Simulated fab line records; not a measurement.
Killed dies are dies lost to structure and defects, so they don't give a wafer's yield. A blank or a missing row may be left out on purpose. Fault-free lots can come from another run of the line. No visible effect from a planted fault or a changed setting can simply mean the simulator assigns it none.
Matching of chambers	flow gf180mcu	GF_V3_ETCH_16 on rie_diel-02 has 4 sister chambers
The step etches BARC in N2/H2. 4 wafers are shown with their chamber, then 8 later ones without.

== WAFERS PAIRED WITH THEIR CHAMBERS ==
wafer	chamber	drypump_motor_current_A (A)
L082.5	0	5.6
L084.3	2	5.2
L084.5	3	6.5
L087.1	1	5.6

== WAFERS WITHOUT THEIR CHAMBER ==
wafer	drypump_motor_current_A (A)
L087.2	5.6
L087.4	5.6
L088.2	5.6
L088.3	5.6
L088.5	5.6
L091.2	5.6
L091.4	5.6
L091.5	5.3

== WHICH CHAMBER EACH WENT THROUGH ==
wafer	from the rows above	in truth
L087.2	can't be placed: 0 or 1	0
L087.4	can't be placed: 0 or 1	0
L088.2	can't be placed: 0 or 1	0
L088.3	can't be placed: 0 or 1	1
L088.5	can't be placed: 0 or 1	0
L091.2	can't be placed: 0 or 1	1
L091.4	can't be placed: 0 or 1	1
L091.5	2	2
Correct placement for 1 of the 8. Can't be placed from these rows: 7 (the true chamber is among the candidates in 7). Number placed wrongly: 0.
How it was worked out, from the rows above alone: a wafer's distance from a chamber is the root of the sum, over the readings, of the square of ((its reading less the chamber's mean) divided by the reading's scatter). If the next closest chamber is less than 2 further off than the closest, the wafer can't be placed; otherwise it belongs to the closest. Each chamber's mean is taken over the wafers shown for it. The scatter: with one shown wafer a chamber, the root of the mean of the squares of how far each hidden wafer lies from its nearest shown one.
